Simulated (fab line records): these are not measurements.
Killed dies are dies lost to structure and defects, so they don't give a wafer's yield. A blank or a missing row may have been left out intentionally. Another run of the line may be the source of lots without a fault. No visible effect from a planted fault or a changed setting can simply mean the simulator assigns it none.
Chamber matching | flow sky130 | 4 sister chambers for SKY_SONOS_ONO_ETCH_15 on rie_diel-03
The step etches the open film in CHF3/O2, target depth 19.52 nm, time 7.8 s. 8 wafers are shown with their chamber, then 12 later ones without.

## WAFERS WITH THEIR CHAMBER
wafer  | chamber | drypump_motor_current_A (A) | oes_product_au (a.u.)
L085.1 | 2       | 5.5                         | 0.986
L086.4 | 2       | 5.6                         | 0.981
L086.5 | 0       | 4.9                         | 1.000
L087.1 | 0       | 4.9                         | 0.996
L087.6 | 3       | 5.9                         | 1.002
L089.3 | 1       | 4.9                         | 1.013
L089.4 | 1       | 4.9                         | 1.024
L089.6 | 3       | 5.9                         | 1.009

## WAFERS WITH NO CHAMBER GIVEN
wafer  | drypump_motor_current_A (A) | oes_product_au (a.u.)
L092.2 | 5.6                         | 0.995
L092.5 | 5.5                         | 0.999
L092.6 | 5.0                         | 0.995
L093.1 | 4.9                         | 1.005
L093.4 | 4.9                         | 1.000
L093.5 | 5.6                         | 0.996
L096.1 | 5.6                         | 1.003
L096.2 | 4.9                         | 0.998
L096.3 | 5.9                         | 1.004
L096.4 | 4.9                         | 1.018
L096.5 | 4.9                         | 0.992
L096.6 | 5.9                         | 1.015

## EACH ONE'S CHAMBER
wafer  | from the rows above     | in truth
L092.2 | 2                       | 2
L092.5 | 2                       | 2
L092.6 | 0                       | 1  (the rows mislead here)
L093.1 | can't be placed: 0 or 1 | 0
L093.4 | 0                       | 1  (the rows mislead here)
L093.5 | 2                       | 2
L096.1 | 2                       | 2
L096.2 | 0                       | 0
L096.3 | 3                       | 3
L096.4 | 1                       | 1
L096.5 | 0                       | 0
L096.6 | 3                       | 3
Placed correctly: 9 of 12. From these rows, 1 cannot be placed; in 1 the true chamber is one of the candidates. Wrongly placed: 2.
How it was worked out, from the rows above alone: a wafer's distance from a chamber is the root of the sum, over the readings, of the square of ((its reading less the chamber's mean) divided by the reading's scatter). The wafer belongs to the nearest chamber; if the next one is less than 2 further off, it can't be placed. Each chamber's mean is taken over the wafers shown for it. The scatter: take each reading less its chamber's mean, square it, sum over the shown wafers, divide by the number of wafers less the number of chambers, and take the root.
